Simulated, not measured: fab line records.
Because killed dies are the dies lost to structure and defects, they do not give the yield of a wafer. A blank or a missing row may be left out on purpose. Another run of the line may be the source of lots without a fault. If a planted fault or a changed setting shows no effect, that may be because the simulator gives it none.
Matching of chambers -- flow gf180mcu -- GF_PASSIVATION_ETCH_11 on rie-diel-04 has 4 sister chambers
The step etches the open film in CF4/O2, stops on TiN, target depth 2040 nm, time 453.3 s. 8 wafers are shown with their chamber, then 7 later ones without.

EACH WAFER AND ITS CHAMBER
wafer,chamber,throttle-valve-pct (%),bias-w (W)
L074.6,3,5.969,156.0
L077.5,0,5.969,156.5
L079.3,0,5.977,155.8
L082.1,2,5.976,155.9
L082.2,3,5.970,155.4
L082.6,2,5.973,155.2
L083.4,1,5.980,156.1
L083.5,1,5.973,156.3

WAFERS WITHOUT THEIR CHAMBER
wafer,throttle-valve-pct (%),bias-w (W)
L083.6,5.963,155.4
L088.1,5.984,155.8
L088.3,5.979,156.0
L088.5,5.979,155.7
L091.3,5.974,155.9
L091.4,5.969,156.1
L091.5,5.965,155.6

WHICH CHAMBER EACH WENT THROUGH
wafer,from the rows above,in truth
L083.6,can't be placed: 3 or 2 or 0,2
L088.1,can't be placed: 1 or 2 or 0 or 3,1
L088.3,can't be placed: 1 or 0 or 2 or 3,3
L088.5,can't be placed: 2 or 1 or 0 or 3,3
L091.3,can't be placed: 0 or 2 or 1 or 3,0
L091.4,can't be placed: 3 or 0 or 1 or 2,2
L091.5,can't be placed: 3 or 2 or 0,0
0 of 7 placed correctly. From these rows, 7 cannot be placed; in 7 the true chamber is one of the candidates. Wrongly placed: 0.
How it was worked out, from the rows above alone: a wafer's distance from a chamber is the root of the sum, over the readings, of the square of ((its reading less the chamber's mean) divided by the reading's scatter). If the next closest chamber is less than 2 further off than the closest, the wafer can't be placed; otherwise it belongs to the closest. For every chamber, the mean is computed from those of its wafers that are shown. The scatter is the square root of a quotient: the sum, over the shown wafers, of each reading's squared deviation from its chamber's mean, divided by wafers minus chambers.
